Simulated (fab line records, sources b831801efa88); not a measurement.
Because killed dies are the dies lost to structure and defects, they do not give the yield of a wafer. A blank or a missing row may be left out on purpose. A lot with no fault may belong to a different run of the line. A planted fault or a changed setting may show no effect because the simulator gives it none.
One fault seen from 2 desks | flow sfqLine | only its own numbers are on each desk; what lay behind them is given at the end

== TOOL OWNER'S DESK, pvdSputter-05 ==
The tool's own readings at SFQ_TRILAYER_M3_DEP_SPUTTER_073 (material Nb, target thk 200 nm, time 133.3 s): means of the sampled wafers that have a number, for each lot that ran on this tool. Any lot whose mean is over 4 standard deviations away from the usual mean is out of limits and marked OUT; that distance is given in the brackets.
Columns: A = basePressurePa at SFQ_TRILAYER_M3_DEP_SPUTTER_073, usual 1.33e-06 Pa; B = throttleValvePct at SFQ_TRILAYER_M3_DEP_SPUTTER_073, usual 29.5 %
lot  | first seen here | A        | B
L161 | day 36 11:27    | 1.37e-06 | 29.2
L167 | day 40 00:52    | 1.35e-06 | 29.9
L173 | day 41 19:18    | 1.35e-06 | 29.7
L174 | day 42 03:42    | 1.35e-06 | 29.4
L179 | day 49 10:04    | 1.44e-06 | 28.6
L181 | day 49 23:18    | 1.29e-06 | 29.4
This desk found nothing out of limits on any of the 6 lots.

== AT THE METROLOGY DESK ==
What the gauges read for every lot (on any tool): the sampled wafers with a number, averaged. Any lot whose mean is over 4 standard deviations away from the usual mean is out of limits and marked OUT; that distance is given in the brackets.
Columns: A = M3_NB_RS at SFQ_M3_RS_MEAS_919, usual 0.896 ohm/sq; B = I3_OVL at SFQ_I3_OVL_MEAS_923, usual -1 nm
lot  | first seen here | A                | B
L161 | day 36 11:33    | 0.895            | 2
L162 | day 39 02:10    | 0.896            | 3
L164 | day 39 06:59    | 0.898            | 1
L166 | day 39 21:22    | 0.893            | -5
L167 | day 40 00:57    | 0.902            | -8
L173 | day 41 19:27    | 0.812 (-9.2) OUT | -10
L174 | day 42 03:47    | 0.816 (-8.7) OUT | 6
L178 | day 43 08:43    | 0.882            | -0
L179 | day 49 10:11    | 0.898            | 1
L180 | day 49 19:14    | 0.899            | -1
L181 | day 49 23:23    | 0.891            | -8
L182 | day 50 07:49    | 0.901            | 4
L183 | day 50 08:59    | 0.884            | -4
L184 | day 50 13:47    | 0.886            | -3
This desk's result: L173, L174 out of limits, first on L173 (M3_NB_RS at SFQ_M3_RS_MEAS_919), day 41 19:27. Within limits: L161, L162, L164, L166, L167, L178, L179, L180, L181, L182, L183, L184.

== TAKEN TOGETHER ==
The metrology desk could have raised an alarm at day 41 19:27, on L173, L174.
The tool owner's desk saw nothing out of limits.
The tool owner's desk has L173, L174 on record, within its limits.
SFQ_TRILAYER_M3_DEP_SPUTTER_073 was run on pvdSputter-05 by each of the lots named.

== WHAT THE SIMULATOR HAD PUT IN ==
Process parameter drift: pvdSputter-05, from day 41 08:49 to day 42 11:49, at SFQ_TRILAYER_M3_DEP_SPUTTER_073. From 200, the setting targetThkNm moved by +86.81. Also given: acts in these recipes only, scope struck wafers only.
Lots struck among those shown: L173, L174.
Per desk, hours elapsed from the start of the fault to the first reading out of limits: for the metrology desk, 11.
